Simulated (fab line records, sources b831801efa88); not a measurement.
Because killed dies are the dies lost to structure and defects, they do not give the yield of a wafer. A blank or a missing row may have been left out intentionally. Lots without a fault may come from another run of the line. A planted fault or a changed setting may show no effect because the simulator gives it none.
2 desks looking at one fault | flow gf180mcu | every desk sees just its own numbers, and what lay behind them comes last

## FROM THE METROLOGY DESK
What the gauges read for every lot (on any tool): the sampled wafers with a number, averaged. If a lot's mean is further than 4 standard deviations from the usual mean, the lot is out of limits and carries the mark OUT (the distance appears in the brackets).
Columns: A = CONTACT_BOW at GF_CONTACT_BOW_MEAS_05, usual 65 um
lot  | first seen here | A
L204 | day 15 03:08    | 62
L206 | day 15 23:55    | 61
L208 | day 16 15:16    | 66
L209 | day 16 19:41    | 69
L210 | day 17 10:02    | 62
L211 | day 17 17:33    | 73
L212 | day 18 03:00    | 63
L214 | day 18 22:29    | 65
L215 | day 19 04:41    | 75
L216 | day 19 14:50    | 72
L217 | day 19 21:40    | 67
L225 | day 22 13:10    | 61
L226 | day 23 02:29    | 64
L227 | day 23 09:35    | 68
This desk found nothing out of limits on any of the 14 lots.

## THE TOOL OWNER'S DESK: rtpAnneal-01
At GF_SALICIDE_RTA_08 (time 30 s), the tool's own readings, given per lot that ran on this tool as the mean of the sampled wafers with a number. If a lot's mean is further than 4 standard deviations from the usual mean, the lot is out of limits and carries the mark OUT (the distance appears in the brackets).
Columns: A = chamberO2Ppm at GF_SALICIDE_RTA_08, usual 2.002; B = lampPowerPct at GF_SALICIDE_RTA_08, usual 16.3 %; C = wafer_temp_C_max at GF_SALICIDE_RTA_08, usual 804.3
lot  | first seen here | A                          | B    | C
L206 | day 15 23:16    | 1.997                      | 16.8 | 801.6
L208 | day 16 14:38    | 2.014                      | 16.8 | 802.4
L210 | day 17 09:24    | 2.002                      | 16.8 | 802.2
L212 | day 18 02:18    | 2.001                      | 16.8 | 801.7
L215 | day 19 04:04    | 2.000                      | 16.8 | 802.2
L216 | day 19 14:12    | 1502.000 (+99 or more) OUT | 16.8 | 801.6
L217 | day 19 21:01    | 1502.000 (+99 or more) OUT | 16.8 | 801.7
L227 | day 23 08:54    | 1.985                      | 16.8 | 802.1
This desk finds L216, L217 out of limits, L216 being first, at day 19 14:12 (chamberO2Ppm at GF_SALICIDE_RTA_08). In limits: L206, L208, L210, L212, L215, L227.

## PUT TOGETHER
The tool owner's desk had the chance to raise an alarm at day 19 14:12 on L216, L217.
Metrology desk: nothing out of limits seen.
The metrology desk holds a record of L216, L217, inside its limits.
The lots listed all ran GF_SALICIDE_RTA_08 on rtpAnneal-01.

## WHAT THE SIMULATOR HAD INSERTED
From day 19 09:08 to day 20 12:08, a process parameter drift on rtpAnneal-01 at GF_SALICIDE_RTA_08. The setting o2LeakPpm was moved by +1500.
Lots struck among those shown: L216, L217.
Delay in hours, fault start to first out-of-limits reading, by desk: the tool owner's desk at 5.
